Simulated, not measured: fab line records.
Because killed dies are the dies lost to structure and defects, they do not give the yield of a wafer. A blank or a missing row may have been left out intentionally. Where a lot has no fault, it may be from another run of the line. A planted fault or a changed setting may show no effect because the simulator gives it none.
A struck lot beside a sound one | flow sky130 | 15 out of 708 route steps
Sound: wafers L343.2, L343.4, L343.5. Wafers struck: L349.3, L349.4, L349.5. The cause is named last.
At each step with rows: each side's tool, then ch and its chambers, then its first start. Under that, the readings that differ: sound wafers | struck wafers | difference of the means | sigmas: that difference in standard deviations of wafers without a fault.
alike: words and numbers the same on both sides, and readings whose means are apart by under 2 such deviations; not compared: readings that were withheld, readings missing a value for some wafer, numbers with overlapping values and no deviation given by the record, and bounds like >300 which may hide the same value.
Wherever a step has rows on one side only, a row that says differs or no value, or a row with sigmas, the two part there. Numbers that don't overlap but have no deviation are shown without sigmas and don't part them. A reading missing from all wafers of one side parts the sides only when that side holds two or more wafers.

SKY_LDD_P_OVL_MEAS_08:
  sound on overlay-02 at day 19 04:29; struck on overlay-02 at day 21 18:11
  alike: LDD_P_OVL
following that, these wafers have no rows for 1 step: SKY_LDD_P_IMPLANT_09.
SKY_LDD_P_STRIP_10: strips in O2/N2.
  sound on plasmaAsher-04 ch 0,1, day 19 04:40; struck on plasmaAsher-02 ch 0,1, day 21 18:23
  alike: drypumpMotorCurrentA, oesProductAu, stripTimeToEndpointS
  not compared: rfHoursCounterH
SKY_LDD_P_TW_MEAS_11:
  sound on filmMetro-03 at day 19 04:46; struck on filmMetro-01 at day 21 18:29
  alike: LDD_P_TW
then, 7 steps without rows for these wafers: SKY_LDD_HVN_DEHYDRATE_00 (time 60 s); SKY_LDD_HVN_HMDS_01 (prime time 60 s); SKY_LDD_HVN_COAT_02 (resist thk 300 nm); SKY_LDD_HVN_SOFTBAKE_03 (time 60 s); SKY_LDD_HVN_EXPOSE_04 (exposes mask HVNTM, target cd 700 nm); SKY_LDD_HVN_PEB_05; SKY_LDD_HVN_DEVELOP_06 (develop time 60 s).
SKY_LDD_HVN_OVL_MEAS_07:
  sound on overlay-01 at day 20 11:58; struck on overlay-01 at day 23 00:40
  alike: LDD_HVN_OVL
SKY_LDD_HVN_IMPLANT_08:
  sound on implanter-02 ch 0, day 20 12:01; struck on implanter-04 ch 0, day 23 00:44
reading     | sound                     | struck                      | difference | sigmas
doseIonsCm2 | 3.004e+13 3e+13 3.007e+13 | 3.135e+13 3.13e+13 3.13e+13 | +1.280e+12 | +35
SKY_LDD_HVN_STRIP_09: strips in O2/N2.
  sound on plasmaAsher-04 ch 0,1, day 20 12:08; struck on plasmaAsher-04 ch 0,1, day 23 00:53
  alike: drypumpMotorCurrentA, oesProductAu, stripTimeToEndpointS
  not compared: rfHoursCounterH
-- a jump in the record: the struck wafers' starts before and after are 25 days apart (it breaks off in module LDD_HVN and resumes in module PAD_OPEN, where the first step shown is number 708 of the route) --
SKY_PAD_OPEN_PROBE_99:
  sound on prober-01 at day 46 02:32; struck on prober-01 at day 47 15:50
reading                      | sound          | struck         | difference | sigmas
model.etest.tip_n_5v.rsOhmSq | 1397 1403 1392 | 1328 1318 1326 | -73        | 
  alike: killed_at_M0_to_M3, killed_at_M4_up, killedAtContacts, killedAtFrontEnd, killedAtOther, killedDies, killedOpen, killedShort

## WHERE THEY PART
Within this record, at SKY_LDD_HVN_IMPLANT_08 only. Later steps at which nothing parts them and some readings are alike: SKY_LDD_HVN_STRIP_09, SKY_PAD_OPEN_PROBE_99.

WHY: what had been put in by the simulator
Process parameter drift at SKY_LDD_HVN_IMPLANT_08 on implanter-04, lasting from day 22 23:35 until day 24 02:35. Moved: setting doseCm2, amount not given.
